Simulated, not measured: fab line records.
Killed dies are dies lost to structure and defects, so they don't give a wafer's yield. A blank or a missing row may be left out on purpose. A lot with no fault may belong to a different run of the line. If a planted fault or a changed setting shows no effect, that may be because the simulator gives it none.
Chamber matching ; flow sky130 ; cmp-01 running SKY_FIELD_ISO_CMP_27: 4 sister chambers
The step polishes, stops on Si3N4, t overpolish 16 s, target thk 457.8 nm. 8 wafers are shown with their chamber, then 8 later ones without.

## WAFERS, EACH WITH ITS CHAMBER
wafer;chamber;motorCurrentA (A);timeToEndpointS (s)
L101.6;2;12.6;112
L104.5;3;11.8;109
L106.2;2;12.6;113
L106.3;0;11.0;114
L110.1;3;12.6;111
L110.4;0;10.8;111
L110.5;1;11.1;111
L111.2;1;11.6;108

## WAFERS WHOSE CHAMBER IS MISSING
wafer;motorCurrentA (A);timeToEndpointS (s)
L111.3;11.8;110
L111.4;13.4;112
L117.2;12.4;105
L117.4;10.4;107
L117.6;12.2;108
L119.1;10.7;106
L119.5;12.8;103
L119.6;10.8;105

## WHICH CHAMBER EACH ONE RAN IN
wafer;from the rows above;in truth
L111.3;can't be placed: 3 or 1 or 2 or 0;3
L111.4;can't be placed: 2 or 3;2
L117.2;can't be placed: 3 or 1 or 2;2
L117.4;can't be placed: 1 or 0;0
L117.6;can't be placed: 3 or 1 or 2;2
L119.1;can't be placed: 1 or 0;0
L119.5;can't be placed: 3 or 2 or 1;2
L119.6;can't be placed: 1 or 0 or 3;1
Correct placement for 0 of the 8. Cannot be placed on the basis of these rows: 8; the candidates contain the true chamber in 8. 0 placed wrongly.
How it was worked out, from the rows above alone: a wafer's distance from a chamber is the root of the sum, over the readings, of the square of ((its reading less the chamber's mean) divided by the reading's scatter). If the next closest chamber is less than 2 further off than the closest, the wafer can't be placed; otherwise it belongs to the closest. For every chamber, the mean is computed from those of its wafers that are shown. The scatter is the square root of a quotient: the sum, over the shown wafers, of each reading's squared deviation from its chamber's mean, divided by wafers minus chambers.
